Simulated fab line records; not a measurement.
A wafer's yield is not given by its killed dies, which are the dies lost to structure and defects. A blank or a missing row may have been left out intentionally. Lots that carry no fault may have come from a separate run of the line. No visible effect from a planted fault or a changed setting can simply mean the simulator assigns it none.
Chamber matching / flow sfq-line / SFQ_TRILAYER_I4_CMP_CMP_100 on cmp-01 has 4 sister chambers
The step polishes SiO2. 16 wafers are shown with their chamber, then 7 later ones without.

## EACH WAFER AND ITS CHAMBER
wafer=L925.2; chamber=3; motor-current-A (A)=10.2; head-pressure-psi (psi)=2.999; slurry-flow-ml-min=149.6
wafer=L925.3; chamber=0; motor-current-A (A)=11.2; head-pressure-psi (psi)=3.000; slurry-flow-ml-min=149.7
wafer=L925.1; chamber=2; motor-current-A (A)=10.9; head-pressure-psi (psi)=2.998; slurry-flow-ml-min=149.9
wafer=L926.1; chamber=1; motor-current-A (A)=9.7; head-pressure-psi (psi)=2.984; slurry-flow-ml-min=150.1
wafer=L926.3; chamber=2; motor-current-A (A)=10.8; head-pressure-psi (psi)=2.995; slurry-flow-ml-min=150.1
wafer=L926.4; chamber=0; motor-current-A (A)=11.5; head-pressure-psi (psi)=3.002; slurry-flow-ml-min=150.3
wafer=L927.1; chamber=2; motor-current-A (A)=11.2; head-pressure-psi (psi)=2.999; slurry-flow-ml-min=149.1
wafer=L927.4; chamber=1; motor-current-A (A)=9.3; head-pressure-psi (psi)=2.997; slurry-flow-ml-min=150.0
wafer=L927.6; chamber=1; motor-current-A (A)=9.2; head-pressure-psi (psi)=2.998; slurry-flow-ml-min=149.8
wafer=L928.2; chamber=3; motor-current-A (A)=9.8; head-pressure-psi (psi)=3.008; slurry-flow-ml-min=150.4
wafer=L928.3; chamber=0; motor-current-A (A)=11.2; head-pressure-psi (psi)=3.001; slurry-flow-ml-min=151.0
wafer=L928.4; chamber=2; motor-current-A (A)=11.2; head-pressure-psi (psi)=3.001; slurry-flow-ml-min=149.8
wafer=L929.2; chamber=2; motor-current-A (A)=10.7; head-pressure-psi (psi)=3.000; slurry-flow-ml-min=150.3
wafer=L929.3; chamber=1; motor-current-A (A)=8.9; head-pressure-psi (psi)=3.004; slurry-flow-ml-min=150.2
wafer=L929.6; chamber=0; motor-current-A (A)=10.7; head-pressure-psi (psi)=3.002; slurry-flow-ml-min=150.7
wafer=L934.1; chamber=1; motor-current-A (A)=9.6; head-pressure-psi (psi)=3.004; slurry-flow-ml-min=149.7

SIGNATURES (means of the wafers above)
reading=motor-current-A; chamber 0=11.150; chamber 1=9.340; chamber 2=10.960; chamber 3=10.000; scatter within a chamber=0.294
reading=head-pressure-psi; chamber 0=3.00125; chamber 1=2.99740; chamber 2=2.99860; chamber 3=3.00350; scatter within a chamber=0.00526
reading=slurry-flow-ml-min; chamber 0=150.425; chamber 1=149.960; chamber 2=149.840; chamber 3=150.000; scatter within a chamber=0.435
Rule: for each reading, subtract the chamber's mean from the wafer's reading, divide by that reading's scatter and square the result; add these up over the readings and take the root, which gives the wafer's distance from the chamber. The wafer belongs to the nearest chamber; if the next one is less than 2 further off, it can't be placed. The scatter: the root of (the sum of the squares of (reading less its chamber's mean) over the shown wafers, divided by (wafers less chambers)).

## WAFERS WHOSE CHAMBER IS MISSING
wafer=L934.6; motor-current-A (A)=10.1; head-pressure-psi (psi)=2.998; slurry-flow-ml-min=149.8
wafer=L943.1; motor-current-A (A)=11.3; head-pressure-psi (psi)=2.985; slurry-flow-ml-min=151.0
wafer=L943.4; motor-current-A (A)=8.5; head-pressure-psi (psi)=3.003; slurry-flow-ml-min=150.9
wafer=L943.6; motor-current-A (A)=11.3; head-pressure-psi (psi)=2.990; slurry-flow-ml-min=150.5
wafer=L945.2; motor-current-A (A)=9.0; head-pressure-psi (psi)=3.007; slurry-flow-ml-min=150.9
wafer=L945.1; motor-current-A (A)=10.9; head-pressure-psi (psi)=3.005; slurry-flow-ml-min=149.5
wafer=L945.6; motor-current-A (A)=11.3; head-pressure-psi (psi)=2.993; slurry-flow-ml-min=149.9

## WHICH CHAMBER EACH ONE RAN IN
wafer=L934.6; from the rows above=can't be placed: 3 or 1 or 2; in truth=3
wafer=L943.1; from the rows above=can't be placed: 0 or 2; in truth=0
wafer=L943.4; from the rows above=can't be placed: 1 or 3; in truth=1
wafer=L943.6; from the rows above=can't be placed: 0 or 2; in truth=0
wafer=L945.2; from the rows above=can't be placed: 1 or 3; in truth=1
wafer=L945.1; from the rows above=can't be placed: 2 or 0 or 3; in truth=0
wafer=L945.6; from the rows above=can't be placed: 2 or 0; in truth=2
Placed correctly: 0 of 7. Can't be placed from these rows: 7 (the true chamber is among the candidates in 7). 0 placed wrongly.
